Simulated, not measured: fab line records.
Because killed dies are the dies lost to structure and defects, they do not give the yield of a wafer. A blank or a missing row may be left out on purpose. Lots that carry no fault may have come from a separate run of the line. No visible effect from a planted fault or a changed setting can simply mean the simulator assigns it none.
fab line records -- flow gf180mcu
[record] lots = 15, wafers = 44, last-day = 34
route steps=602 shown PSD@261 NSD@262
lots that met no fault: taken from a fault-free run of the same line
start-h: hours from the record's opening day to when the first of the lot's shown wafers began -- wait-h: hours from the lot's prior step to this one -- " unchanged from the row above -- L1.1+2: a single row standing in for several wafers -- - value missing, or start not given -- * or withheld: withheld -- < > ~ a bound
route shown NAME@n: NAME is a module with steps in the file, n the number in the route of the first one -- usual: average and standard deviation across the fault-free wafers -- same: alike in all rows -- chamber/n: place in a boat -- sites: readings site by site -- _std_site: standard deviation across them -- _edge_site: outer sites' mean less inner sites' -- radius-mm: how far each site lies from the wafer's centre -- mask NAME#n: copy n -- behind: tool/chamber where the wafer was last shaped -- hold: reason for holding the lot/hours on hold/outcome of the hold -- device: transistor that didn't switch, given as n, p or np -- end of line: the route-end tests of the same wafers -- a step with no rows: only its recipe -- killed: the dies lost at the first sort to structure and to defects; this is not the yield of the wafer -- map: a wafer's dies, marking killed ones x, the rest . and places with no die _
set.NAME: the setting as run; set.NAME@STEP: as run at that earlier step -- model.NAME: the simulator's own value behind a step, which no gauge read
one table for each step of the route and one row for each wafer, over a sample of lots
services: when a tool's chamber went out of use (start-h, in hours from the record's first day, below 0 if earlier), for how many hours, and the reason
[[steps]]
[step GF_PSD_RTA_13]
[recipe] temp-c = 1025, time-s = 20, ambient = N2
[usual] lamp-power-pct = 37/3, run-length-s = 49.0/0.5, wafer_temp_C_max = 1029.7/1.8
lot.wafer,tool,chamber,start-h,wait-h,lamp-power-pct,run-length-s,wafer_temp_C_max
L310.1,rtp-anneal-02,0,317.63,0.0,40,49.2,1028.5
L310.2,rtp-anneal-02,0,317.63,0.0,40,49.2,1027.6
L310.6,rtp-anneal-02,0,317.63,0.0,40,49.1,1027.0
L311.3,rtp-anneal-01,0,327.54,0.0,34,48.9,1029.9
L311.4,rtp-anneal-01,0,327.54,0.0,34,48.6,1032.4
L311.6,rtp-anneal-01,0,327.54,0.0,34,48.8,1032.2
L312.1,rtp-anneal-02,0,333.75,0.0,40,49.2,1028.0
L312.4,rtp-anneal-02,0,333.75,0.0,40,49.0,1028.8
L312.5,rtp-anneal-02,0,333.75,0.0,40,49.0,1028.7
L313.2,rtp-anneal-02,0,340.43,0.0,40,60.4,1027.8
L313.3,rtp-anneal-02,0,340.43,0.0,40,49.0,1026.9
L313.5,rtp-anneal-02,0,340.43,0.0,40,60.4,1027.1
L314.2,rtp-anneal-02,0,346.89,0.0,40,60.4,1028.2
L314.4,rtp-anneal-02,0,346.89,0.0,40,49.1,1026.7
L314.5,rtp-anneal-02,0,346.89,0.0,40,60.4,1027.1
L315.2,rtp-anneal-02,0,364.32,0.0,40,60.4,1028.6
L315.5,rtp-anneal-02,0,364.32,0.0,40,60.4,1028.3
L316.2,rtp-anneal-01,0,364.54,0.0,34,48.7,1030.6
L316.5,rtp-anneal-01,0,364.54,0.0,34,48.6,1029.7
L316.6,rtp-anneal-01,0,364.54,0.0,34,48.6,1029.1
L324.4,rtp-anneal-02,0,439.90,0.0,40,49.2,1027.3
L324.5,rtp-anneal-02,0,439.90,0.0,40,49.3,1027.0
L324.6,rtp-anneal-02,0,439.90,0.0,40,49.3,1029.0
L325.1,rtp-anneal-01,0,445.03,0.0,34,48.6,1031.3
L325.3,rtp-anneal-01,0,445.03,0.0,34,48.7,1032.7
L325.6,rtp-anneal-01,0,445.03,0.0,34,48.6,1031.6
L326.2,rtp-anneal-02,0,451.06,0.0,40,49.5,1028.7
L326.5,rtp-anneal-02,0,451.06,0.0,40,49.1,1029.0
L326.6,rtp-anneal-02,0,451.06,0.0,40,49.3,1027.1
L328.2,rtp-anneal-02,0,468.18,0.0,40,49.2,1027.3
L328.3,rtp-anneal-02,0,468.18,0.0,40,49.0,1028.3
L328.4,rtp-anneal-02,0,468.18,0.0,40,49.2,1027.9
L329.3,rtp-anneal-01,0,490.55,0.0,34,48.7,1030.7
L329.5,rtp-anneal-01,0,490.55,0.0,34,48.5,1032.5
L329.6,rtp-anneal-01,0,490.55,0.0,34,48.4,1029.9
L330.3,rtp-anneal-02,0,491.53,0.0,40,49.4,1026.8
L330.5,rtp-anneal-02,0,491.53,0.0,40,49.4,1029.0
L330.6,rtp-anneal-02,0,491.53,0.0,40,49.2,1027.3
L332.2,rtp-anneal-01,0,504.74,0.0,34,48.4,1031.1
L332.4,rtp-anneal-01,0,504.74,0.0,34,48.7,1031.8
L332.6,rtp-anneal-01,0,504.74,0.0,34,48.5,1032.1
L333.2,rtp-anneal-01,0,510.49,0.0,34,49.1,1032.2
L333.3,rtp-anneal-01,0,510.49,0.0,34,48.5,1030.6
L333.6,rtp-anneal-01,0,510.49,0.0,34,48.8,1031.1
[step GF_PSD_RS_MEAS_14]
[recipe] thk-meas-gauge = four-point-probe
[usual] NSD_RS = 46.18/0.092
lot.wafer,tool,chamber,start-h,wait-h,NSD_RS[ohm/sq]
L310.1,film-metro-02,-,317.71,0.1,46.18
L310.2,film-metro-02,-,317.71,0.1,46.29
L310.6,film-metro-02,-,317.71,0.1,46.22
L311.3,film-metro-03,-,327.64,0.1,46.08
L311.4,film-metro-03,-,327.64,0.1,46.21
L311.6,film-metro-03,-,327.64,0.1,46.16
L312.1,film-metro-03,-,333.83,0.1,46.16
L312.4,film-metro-03,-,333.83,0.1,46.03
L312.5,film-metro-03,-,333.83,0.1,46.09
L313.2,film-metro-01,-,340.52,0.1,43.83
L313.3,film-metro-01,-,340.52,0.1,46.10
L313.5,film-metro-01,-,340.52,0.1,43.94
L314.2,film-metro-03,-,346.98,0.1,43.94
L314.4,film-metro-03,-,346.98,0.1,46.22
L314.5,film-metro-03,-,346.98,0.1,43.99
L315.2,film-metro-03,-,364.41,0.1,43.88
L315.5,film-metro-03,-,364.41,0.1,43.82
L316.2,film-metro-02,-,364.63,0.1,46.03
L316.5,film-metro-02,-,364.63,0.1,46.12
L316.6,film-metro-02,-,364.63,0.1,46.01
L324.4,film-metro-03,-,440.01,0.1,46.20
L324.5,film-metro-03,-,440.01,0.1,46.33
L324.6,film-metro-03,-,440.01,0.1,46.36
L325.1,film-metro-02,-,445.11,0.1,46.26
L325.3,film-metro-02,-,445.11,0.1,46.18
L325.6,film-metro-02,-,445.11,0.1,46.17
L326.2,film-metro-01,-,451.15,0.1,46.17
L326.5,film-metro-01,-,451.15,0.1,46.28
L326.6,film-metro-01,-,451.15,0.1,46.29
L328.2,film-metro-02,-,468.27,0.1,46.31
L328.3,film-metro-02,-,468.27,0.1,46.36
L328.4,film-metro-02,-,468.27,0.1,46.23
L329.3,film-metro-02,-,490.65,0.1,46.19
L329.5,film-metro-02,-,490.65,0.1,46.12
L329.6,film-metro-02,-,490.65,0.1,46.05
L330.3,film-metro-03,-,491.62,0.1,46.27
L330.5,film-metro-03,-,491.62,0.1,46.14
L330.6,film-metro-03,-,491.62,0.1,46.18
L332.2,film-metro-03,-,504.83,0.1,46.39
L332.4,film-metro-03,-,504.83,0.1,46.21
L332.6,film-metro-03,-,504.83,0.1,46.25
L333.2,film-metro-01,-,510.58,0.1,46.08
L333.3,film-metro-01,-,510.58,0.1,46.06
L333.6,film-metro-01,-,510.58,0.1,46.20
[step GF_PSD_RS_MEAS_15]
[recipe] thk-meas-gauge = four-point-probe
[usual] PSD_RS = 108.62/0.28
lot.wafer,tool,chamber,start-h,wait-h,PSD_RS[ohm/sq]
L310.1,film-metro-02,-,317.83,0.1,108.71
L310.2,film-metro-02,-,317.83,0.1,108.74
L310.6,film-metro-02,-,317.83,0.1,108.92
L311.3,film-metro-03,-,327.76,0.1,108.73
L311.4,film-metro-03,-,327.76,0.1,109.01
L311.6,film-metro-03,-,327.76,0.1,108.70
L312.1,film-metro-03,-,333.95,0.1,108.73
L312.4,film-metro-03,-,333.95,0.1,108.20
L312.5,film-metro-03,-,333.95,0.1,108.60
L313.2,film-metro-01,-,340.64,0.1,103.82
L313.3,film-metro-01,-,340.64,0.1,108.19
L313.5,film-metro-01,-,340.64,0.1,103.75
L314.2,film-metro-03,-,347.10,0.1,103.91
L314.4,film-metro-03,-,347.10,0.1,108.98
L314.5,film-metro-03,-,347.10,0.1,104.03
L315.2,film-metro-03,-,364.53,0.1,103.49
L315.5,film-metro-03,-,364.53,0.1,103.65
L316.2,film-metro-02,-,364.75,0.1,108.68
L316.5,film-metro-02,-,364.75,0.1,108.10
L316.6,film-metro-02,-,364.75,0.1,108.16
L324.4,film-metro-03,-,440.13,0.1,109.06
L324.5,film-metro-03,-,440.13,0.1,109.22
L324.6,film-metro-03,-,440.13,0.1,109.31
L325.1,film-metro-02,-,445.23,0.1,109.08
L325.3,film-metro-02,-,445.23,0.1,108.87
L325.6,film-metro-02,-,445.23,0.1,108.97
L326.2,film-metro-01,-,451.27,0.1,108.84
L326.5,film-metro-01,-,451.27,0.1,108.79
L326.6,film-metro-01,-,451.27,0.1,108.85
L328.2,film-metro-02,-,468.39,0.1,108.65
L328.3,film-metro-02,-,468.39,0.1,108.51
L328.4,film-metro-02,-,468.39,0.1,108.62
L329.3,film-metro-02,-,490.77,0.1,108.73
L329.5,film-metro-02,-,490.77,0.1,108.32
L329.6,film-metro-02,-,490.77,0.1,108.52
L330.3,film-metro-03,-,491.74,0.1,108.53
L330.5,film-metro-03,-,491.74,0.1,108.69
L330.6,film-metro-03,-,491.74,0.1,108.69
L332.2,film-metro-03,-,504.95,0.1,108.95
L332.4,film-metro-03,-,504.95,0.1,108.88
L332.6,film-metro-03,-,504.95,0.1,108.40
L333.2,film-metro-01,-,510.70,0.1,108.40
L333.3,film-metro-01,-,510.70,0.1,108.26
L333.6,film-metro-01,-,510.70,0.1,108.41
[[services]]
tool,chamber,start-h,hours,kind
rtp-anneal-02,-,351.16,4.9,pm
[[key]]
[first-sign] step = GF_PSD_RTA_13, reading = run-length-s, direction = up, sigmas = 23, usual = *, struck = *
[effect] step = GF_PSD_RS_MEAS_14, reading = NSD_RS, direction = down, sigmas = 25, usual = 46.18, struck = 43.90
[effect] step = GF_PSD_RS_MEAS_15, reading = PSD_RS, direction = down, sigmas = 17, usual = 108.62, struck = 103.78
met-at GF_PSD_RTA_13
struck-lots L313,L314,L315
struck-wafers L313.2,L313.5,L314.2,L314.5,L315.2,L315.5
tester-left-out L313,L314,L315
onset-between 333.75 340.43
[fault] kind = process-parameter-drift, tool = rtp-anneal-02, chamber = -, onset-h = 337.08, steps = GF_PSD_RTA_13, channel = time-s, offset = *, shape = step, end-h = 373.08, scope = struck-wafers-only, acts-in = *, stated = *
// tester-left-out: of these lots the tester's yield and bins aren't shown, on N5 and GAA mostly nor the transistor test; their killed dies are dies lost to structure and defects alone, not to doping, threshold or leakage, so they don't give the yield
